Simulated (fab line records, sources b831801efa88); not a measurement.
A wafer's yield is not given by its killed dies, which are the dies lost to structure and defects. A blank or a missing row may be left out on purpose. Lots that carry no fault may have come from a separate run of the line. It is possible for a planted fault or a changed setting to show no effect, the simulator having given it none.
A single fault, viewed from 2 desks + flow gf180mcu + what lay behind the numbers comes last; until then each desk has only its own

TOOL OWNER'S DESK, pvdSputter-02
At GF_M4_SPUTTER_04 (material TiN, target thk 50 nm, time 41.7 s) the tool's own readings: per lot run on this tool, the mean of the sampled wafers that have a number. A lot is out of limits, marked OUT, if its mean lies more than 4 standard deviations from the usual mean; the brackets give that distance.
Columns: A = chamberPressurePa at GF_M4_SPUTTER_04, usual 0.4001 Pa; B = throttleValvePct at GF_M4_SPUTTER_04, usual 30.3 %
| lot  | first seen here | A                | B    |
|------|-----------------|------------------|------|
| L874 | day 23 13:49    | 0.4008           | 29.4 |
| L885 | day 27 23:13    | 0.3846 (-18) OUT | 30.6 |
This desk finds L885 out of limits, L885 being first, at day 27 23:13 (chamberPressurePa at GF_M4_SPUTTER_04). L874 stayed within limits.

THE METROLOGY DESK
Lot by lot, what the gauges showed, no matter which tool ran the lot: averages of those sampled wafers that carry a number. A lot is out of limits, marked OUT, if its mean lies more than 4 standard deviations from the usual mean; the brackets give that distance. 7 of its 9 readings are shown, namely those furthest out on some lot.
Columns: A = V3_W_RS at GF_V3_RS_MEAS_24, usual 0.329 ohm/sq; B = M4_ALCU_RS at GF_M4_RS_MEAS_05, usual 0.0699 ohm/sq; C = M4_ALCU_THK at GF_M4_THK_MEAS_06, usual 441 nm; D = cdNm at GF_M4_CD_MEAS_14, usual 279.9 nm; E = V4_CVD_00_THK at GF_V4_THK_MEAS_01, usual 596 nm; F = V4_CVD_02_THK at GF_V4_THK_MEAS_03, usual 857 nm; G = V4_BOW at GF_V4_BOW_MEAS_05, usual 135 um
| lot  | first seen here | A     | B      | C   | D     | E   | F   | G   |
|------|-----------------|-------|--------|-----|-------|-----|-----|-----|
| L874 | day 23 13:10    | 0.332 | 0.0699 | 438 | 279.7 | 596 | 854 | 143 |
| L879 | day 25 22:13    | 0.326 | 0.0705 | 435 | 280.6 | 596 | 853 | 147 |
| L885 | day 27 22:35    | 0.330 | 0.0704 | 438 | 280.2 | 602 | 859 | 148 |
| L890 | day 29 09:55    | 0.331 | 0.0693 | 443 | 278.7 | 586 | 861 | 134 |
| L891 | day 29 15:19    | 0.327 | 0.0696 | 445 | 280.0 | 599 | 870 | 132 |
Result from this desk: across the 5 lots, nothing is out of limits.

PUT TOGETHER
At day 27 23:13, on L885, the tool owner's desk was in a position to raise an alarm.
At the metrology desk, nothing out of limits was observed.
The metrology desk holds a record of L885, inside its limits.
Of the lots named, all ran GF_M4_SPUTTER_04 on pvdSputter-02.

WHAT THE SIMULATOR PUT IN
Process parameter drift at GF_M4_SPUTTER_04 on pvdSputter-02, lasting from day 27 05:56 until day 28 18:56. Setting chamberPressurePa shifted by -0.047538 from 0.4. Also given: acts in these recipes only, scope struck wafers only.
Lots struck among those shown: L885.
Time in hours from fault onset to the first out-of-limits reading at each desk: the tool owner's desk, 17.
